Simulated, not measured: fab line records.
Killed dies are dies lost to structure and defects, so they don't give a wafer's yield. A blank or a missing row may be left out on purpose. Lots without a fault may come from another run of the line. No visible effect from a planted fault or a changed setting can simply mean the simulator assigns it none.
Split-lot experiment / flow sfqLine / 5 lots, 23 wafers read, on a route of 325 steps

== THE SPLIT ==
At SFQ_TRILAYER_I2_DEP_PECVD_063 (deposits SiO2 from SiH4/N2O, time 111.11 s, target thk 500 nm), the setting timeS was moved away from the recipe's 111.11 s on 9 of the 23 wafers read, by -9.9% to +14.9%. All remaining wafers had this setting at the recipe value.

Reading taken at the split's own step.

== THE READING ==
SiO2_of_TRILAYER_I2_DEP_PECVD_063.thkNm (the simulator's own value, which no gauge read), in nm, at SFQ_TRILAYER_I2_DEP_PECVD_063 (deposits SiO2 from SiH4/N2O, time 111.11 s, target thk 500 nm). The file gives no usual value for it. Here, 14 wafers ran the recipe; their average is 498.0 nm with a standard deviation of 6.7 nm.

wafer=L075.1; tool, chamber at the split=pecvd-02, 0,2; timeS as run, s=111.11; against the recipe=recipe; SiO2_of_TRILAYER_I2_DEP_PECVD_063.thkNm, nm=502.7; against lot-mates on the recipe=-
wafer=L075.6; tool, chamber at the split=pecvd-02, 0,2; timeS as run, s=111.11; against the recipe=recipe; SiO2_of_TRILAYER_I2_DEP_PECVD_063.thkNm, nm=502.7; against lot-mates on the recipe=-
wafer=L075.2; tool, chamber at the split=pecvd-02, 1; timeS as run, s=111.11; against the recipe=recipe; SiO2_of_TRILAYER_I2_DEP_PECVD_063.thkNm, nm=491.9; against lot-mates on the recipe=-
wafer=L075.3; tool, chamber at the split=pecvd-02, 2; timeS as run, s=127.6; against the recipe=+14.8%; SiO2_of_TRILAYER_I2_DEP_PECVD_063.thkNm, nm=567.5; against lot-mates on the recipe=+68.4
wafer=L075.5; tool, chamber at the split=pecvd-02, 1; timeS as run, s=127.6; against the recipe=+14.8%; SiO2_of_TRILAYER_I2_DEP_PECVD_063.thkNm, nm=576.3; against lot-mates on the recipe=+77.2
wafer=L077.1; tool, chamber at the split=pecvd-02, 0; timeS as run, s=111.11; against the recipe=recipe; SiO2_of_TRILAYER_I2_DEP_PECVD_063.thkNm, nm=491.8; against lot-mates on the recipe=-
wafer=L077.2; tool, chamber at the split=pecvd-02, 2; timeS as run, s=127.7; against the recipe=+14.9%; SiO2_of_TRILAYER_I2_DEP_PECVD_063.thkNm, nm=560.6; against lot-mates on the recipe=+66.9
wafer=L077.4; tool, chamber at the split=pecvd-02, 2; timeS as run, s=111.11; against the recipe=recipe; SiO2_of_TRILAYER_I2_DEP_PECVD_063.thkNm, nm=496.7; against lot-mates on the recipe=-
wafer=L077.5; tool, chamber at the split=pecvd-02, 0; timeS as run, s=111.11; against the recipe=recipe; SiO2_of_TRILAYER_I2_DEP_PECVD_063.thkNm, nm=492.7; against lot-mates on the recipe=-
wafer=L077.6; tool, chamber at the split=pecvd-02, 1; timeS as run, s=127.7; against the recipe=+14.9%; SiO2_of_TRILAYER_I2_DEP_PECVD_063.thkNm, nm=574.8; against lot-mates on the recipe=+81.1
wafer=L079.2; tool, chamber at the split=pecvd-01, 2; timeS as run, s=111.11; against the recipe=recipe; SiO2_of_TRILAYER_I2_DEP_PECVD_063.thkNm, nm=485.3; against lot-mates on the recipe=-
wafer=L079.4; tool, chamber at the split=pecvd-01, 0; timeS as run, s=111.11; against the recipe=recipe; SiO2_of_TRILAYER_I2_DEP_PECVD_063.thkNm, nm=509.9; against lot-mates on the recipe=-
wafer=L079.5; tool, chamber at the split=pecvd-01, 1; timeS as run, s=111.11; against the recipe=recipe; SiO2_of_TRILAYER_I2_DEP_PECVD_063.thkNm, nm=502.5; against lot-mates on the recipe=-
wafer=L083.1; tool, chamber at the split=pecvd-04, 1; timeS as run, s=111.11; against the recipe=recipe; SiO2_of_TRILAYER_I2_DEP_PECVD_063.thkNm, nm=499; against lot-mates on the recipe=-
wafer=L083.2; tool, chamber at the split=pecvd-04, 0; timeS as run, s=100.1; against the recipe=-9.9%; SiO2_of_TRILAYER_I2_DEP_PECVD_063.thkNm, nm=448.7; against lot-mates on the recipe=-53.7
wafer=L083.3; tool, chamber at the split=pecvd-04, 2; timeS as run, s=100.1; against the recipe=-9.9%; SiO2_of_TRILAYER_I2_DEP_PECVD_063.thkNm, nm=443.7; against lot-mates on the recipe=-58.7
wafer=L083.4; tool, chamber at the split=pecvd-04, 2; timeS as run, s=111.11; against the recipe=recipe; SiO2_of_TRILAYER_I2_DEP_PECVD_063.thkNm, nm=502.5; against lot-mates on the recipe=-
wafer=L083.6; tool, chamber at the split=pecvd-04, 1; timeS as run, s=111.11; against the recipe=recipe; SiO2_of_TRILAYER_I2_DEP_PECVD_063.thkNm, nm=505.7; against lot-mates on the recipe=-
wafer=L084.1; tool, chamber at the split=pecvd-04, 2; timeS as run, s=126.9; against the recipe=+14.2%; SiO2_of_TRILAYER_I2_DEP_PECVD_063.thkNm, nm=565.7; against lot-mates on the recipe=+71.4
wafer=L084.2; tool, chamber at the split=pecvd-04, 0; timeS as run, s=126.9; against the recipe=+14.2%; SiO2_of_TRILAYER_I2_DEP_PECVD_063.thkNm, nm=563.9; against lot-mates on the recipe=+69.5
wafer=L084.3; tool, chamber at the split=pecvd-04, 1; timeS as run, s=111.11; against the recipe=recipe; SiO2_of_TRILAYER_I2_DEP_PECVD_063.thkNm, nm=489.6; against lot-mates on the recipe=-
wafer=L084.4; tool, chamber at the split=pecvd-04, 0; timeS as run, s=126.9; against the recipe=+14.2%; SiO2_of_TRILAYER_I2_DEP_PECVD_063.thkNm, nm=572.5; against lot-mates on the recipe=+78.1
wafer=L084.5; tool, chamber at the split=pecvd-04, 1; timeS as run, s=111.11; against the recipe=recipe; SiO2_of_TRILAYER_I2_DEP_PECVD_063.thkNm, nm=499.1; against lot-mates on the recipe=-
Rows listing several chambers each stand for several wafers; the file does not say which wafer went through which chamber.

THE FIT
A straight line over all 23 wafers: SiO2_of_TRILAYER_I2_DEP_PECVD_063.thkNm changes by +4.92 nm for each +1% of timeS; r = +0.99; the points scatter about the line by 6.4 nm.
The same after taking each lot's own level away (the mean of its wafers on the recipe; 23 wafers): +5.14 nm for each +1%; r = +0.99; scatter 5.9 nm.
According to that fit, moving timeS by its largest amount changes the reading by 77 nm.
Measured against the standard deviation above, the lots' own levels, which go from 493.73 to 502.40 nm, span 1.3 times it.
Consequently the slope shifts little with the lot-to-lot level, the two slopes agreeing.
Check: with one of the wafers moved furthest among these (+14.9%) left out of the fit, the line predicts +77.1 nm for it against its lot-mates. It came out at +66.9 nm against them.

== OTHER SPLITS ON THESE WAFERS ==
Note: prior to the reading, these wafers also went through further splits. Each is held against what the fit with the lots' levels taken away leaves over:
other split on the same wafers=SFQ_TRILAYER_M2_LITHO_EXPOSE_058 doseMj; wafers away from the commonest value=8; r with SiO2_of_TRILAYER_I2_DEP_PECVD_063.thkNm (lot level and that fit taken away)=-0.02

== THE WHOLE CHAIN: every reading that the file lists as answering this split, in the file's order ==
step=SFQ_TRILAYER_I2_DEP_PECVD_063; what it does=deposits SiO2 from SiH4/N2O, time 111.11 s, target thk 500 nm; reading=SiO2_of_TRILAYER_I2_DEP_PECVD_063.thkNm (the simulator's own value, which no gauge read); change (the file's fit)=+5.08 nm for each +1% of the setting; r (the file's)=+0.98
step=SFQ_TRILAYER_I2_CMP_CMP_064; what it does=polishes SiO2; reading=timeToEndpointS; change (the file's fit)=withheld for each +1% of the setting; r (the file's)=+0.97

== FILE'S OWN FIT ==
SiO2_of_TRILAYER_I2_DEP_PECVD_063.thkNm changes by +5.08 nm for each +1% of timeS, r = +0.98.
